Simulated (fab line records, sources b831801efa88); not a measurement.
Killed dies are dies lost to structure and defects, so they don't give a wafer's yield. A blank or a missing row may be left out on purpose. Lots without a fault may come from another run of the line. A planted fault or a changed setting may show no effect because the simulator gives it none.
Which tool did it? | flow sky130 | 13 lots, 39 wafers sampled, at 4 steps of a route of 708

WHAT THE GAUGES READ, wafer by wafer
SKY_METAL1_CD_MEAS_15: target cd 140 nm. Usual: cd_nm 140.3 nm, standard deviation 1.2.
lot  | measured     | on        | cd_nm (nm)        | flag
L281 | day 32 17:15 | cd_sem-01 | 138.8 140.3 140.8 |
L282 | day 33 00:49 | cd_sem-01 | 140.9 141.2 139.7 |
L283 | day 33 19:01 | cd_sem-01 | 140.9 140.0 140.2 |
L284 | day 34 11:19 | cd_sem-01 | 139.0 139.7 139.4 |
L289 | day 35 12:53 | cd_sem-01 | 140.0 140.3 140.3 |
L291 | day 36 15:05 | cd_sem-01 | 138.3 139.7 140.0 |
L296 | day 37 18:02 | cd_sem-02 | 140.8 140.6 142.5 |
L297 | day 37 23:55 | cd_sem-02 | 139.8 140.9 139.6 |
L298 | day 38 05:28 | cd_sem-02 | 140.3 140.7 139.6 |
L300 | day 38 17:15 | cd_sem-01 | 140.1 140.1 139.2 |
L302 | day 39 05:26 | cd_sem-02 | 141.0 142.8 141.6 |
L303 | day 40 04:26 | cd_sem-02 | 140.1 141.1 140.4 |
L304 | day 40 05:34 | cd_sem-01 | 141.7 139.9 140.8 |

SKY_VIA1_OVL_MEAS_13. Usual: VIA1_OVL -2 nm, standard deviation 5.8.
lot  | measured     | on         | VIA1_OVL (nm) | flag
L281 | day 33 22:43 | overlay-01 | 1 1 6         |
L282 | day 34 04:28 | overlay-02 | 2 0 0         |
L283 | day 34 22:49 | overlay-01 | -10 -4 -7     |
L284 | day 35 15:38 | overlay-02 | -7 -5 -2      |
L289 | day 36 17:17 | overlay-02 | -3 -3 -2      |
L291 | day 37 19:02 | overlay-02 | -3 1 -1       |
L296 | day 38 20:16 | overlay-01 | -12 -8 -9     |
L297 | day 39 03:11 | overlay-02 | -2 -1 -1      |
L298 | day 39 08:01 | overlay-02 | -11 -13 -8    |
L300 | day 39 19:39 | overlay-01 | -10 -15 -13   |
L302 | day 40 08:05 | overlay-01 | 9 2 10        |
L303 | day 41 06:22 | overlay-01 | -1 2 4        |
L304 | day 41 07:04 | overlay-02 | 13 10 7       |

WHICH TOOL RAN EACH LOT (tool, then ch and the chambers of the sampled wafers, then the start)
lot  | SKY_LDD_LDN_IMPLANT_10          | SKY_CONTACT_ETCH_16
L281 | implanter-03 ch 0, day 22 22:15 | rie_diel-03 ch 0,1, day 31 12:16
L282 | implanter-04 ch 0, day 23 03:49 | rie_diel-04 ch 0,1,2, day 31 20:00
L283 | implanter-04 ch 0, day 23 23:27 | rie_diel-04 ch 0,2,3, day 32 14:36
L284 | implanter-03 ch 0, day 24 20:01 | rie_diel-04 ch 0,2,3, day 33 06:33
L289 | implanter-04 ch 0, day 25 22:39 | rie_diel-03 ch 0,2, day 34 08:49
L291 | implanter-04 ch 0, day 27 03:39 | rie_diel-04 ch 1,3, day 35 10:33
L296 | implanter-01 ch 0, day 28 03:17 | rie_diel-01 ch 0,2,3, day 36 14:34
L297 | implanter-03 ch 0, day 28 12:42 | rie_diel-03 ch 0,2,3, day 36 20:03
L298 | implanter-01 ch 0, day 28 21:44 | rie_diel-04 ch 0,1,3, day 37 01:46
L300 | implanter-04 ch 0, day 29 12:02 | rie_diel-03 ch 0,2, day 37 14:03
L302 | implanter-01 ch 0, day 30 00:14 | rie_diel-03 ch 0,1,2, day 38 02:55
L303 | implanter-03 ch 0, day 31 00:19 | rie_diel-01 ch 2,3, day 39 02:36
L304 | implanter-04 ch 0, day 31 02:05 | rie_diel-03 ch 0,1,2, day 39 03:15
- SKY_LDD_LDN_IMPLANT_10
- SKY_CONTACT_ETCH_16: etches BARC in N2/H2, stops on SiO2, time 45.9 s, target depth 60 nm.

WHAT THE TOOLS THEMSELVES READ (means of the sampled wafers that have a number; where no wafer has one, the mark that the record gives instead)
SKY_LDD_LDN_IMPLANT_10. Usual: dose_ions_cm2 1.2501e+13, standard deviation 1.5e+10; faraday_current_uA 70.5, standard deviation 1.3.
lot  | tool         | dose_ions_cm2 | faraday_current_uA | flag
L281 | implanter-03 | 1.2494e+13    | 69.1               |
L282 | implanter-04 | 1.2505e+13    | 71.5               |
L283 | implanter-04 | 1.2502e+13    | 70.9               |
L284 | implanter-03 | 1.2496e+13    | 70.7               |
L289 | implanter-04 | 6.7993e+12    | 37.7               | OFF
L291 | implanter-04 | 6.7580e+12    | 38.3               | OFF
L296 | implanter-01 | 1.2507e+13    | 71.0               |
L297 | implanter-03 | 1.2504e+13    | 70.9               |
L298 | implanter-01 | 1.2490e+13    | 71.9               |
L300 | implanter-04 | 1.2478e+13    | 70.8               |
L302 | implanter-01 | 1.2501e+13    | 70.8               |
L303 | implanter-03 | 1.2504e+13    | 71.0               |
L304 | implanter-04 | 1.2494e+13    | 70.9               |

SKY_CONTACT_ETCH_16. Usual: drypump_motor_current_A 5.9 A, standard deviation 0.37; oes_product_au 0.854 a.u., standard deviation 0.0047; throttle_valve_pct 13.225 %, standard deviation 0.0084.
lot  | tool        | drypump_motor_current_A (A) | oes_product_au (a.u.) | throttle_valve_pct (%) | flag
L281 | rie_diel-03 | 6.1                         | 0.855                 | 13.222                 |
L282 | rie_diel-04 | 5.8                         | 0.859                 | 13.230                 |
L283 | rie_diel-04 | 6.0                         | 0.852                 | 13.224                 |
L284 | rie_diel-04 | 6.0                         | 0.849                 | 13.223                 |
L289 | rie_diel-03 | 5.8                         | 0.850                 | 13.224                 |
L291 | rie_diel-04 | 6.0                         | 0.852                 | 13.224                 |
L296 | rie_diel-01 | 5.6                         | 0.858                 | 13.229                 |
L297 | rie_diel-03 | 6.1                         | 0.855                 | 13.226                 |
L298 | rie_diel-04 | 6.0                         | 0.852                 | 13.225                 |
L300 | rie_diel-03 | 5.8                         | 0.852                 | 13.226                 |
L302 | rie_diel-03 | 5.9                         | 0.849                 | 13.229                 |
L303 | rie_diel-01 | 5.8                         | 0.854                 | 13.229                 |
L304 | rie_diel-03 | 5.9                         | 0.854                 | 13.240                 |

THE ANSWER, worked out from the rows above alone
Rule: a lot is off if the mean of its wafers that have a number lies more than 3 standard deviations from the usual mean. A lot without any number at a reading at which 4 lots or more have one is off too. The other lots that the step has rows for count as sound. The gauges are gone through in route order, then the tools' own readings, and for those a lot's mean is taken as printed above. The first step at which some lot is off is used, and at that step the reading that is off furthest; a lot without a number counts as furthest.
Off: L289, L291, at SKY_LDD_LDN_IMPLANT_10 (dose_ions_cm2).
A tool fits if, at that step or a process step before it, it ran every lot that is off, and no sound lot after the first of them. None of those tried fits.

WHAT THE SIMULATOR HAD PUT IN
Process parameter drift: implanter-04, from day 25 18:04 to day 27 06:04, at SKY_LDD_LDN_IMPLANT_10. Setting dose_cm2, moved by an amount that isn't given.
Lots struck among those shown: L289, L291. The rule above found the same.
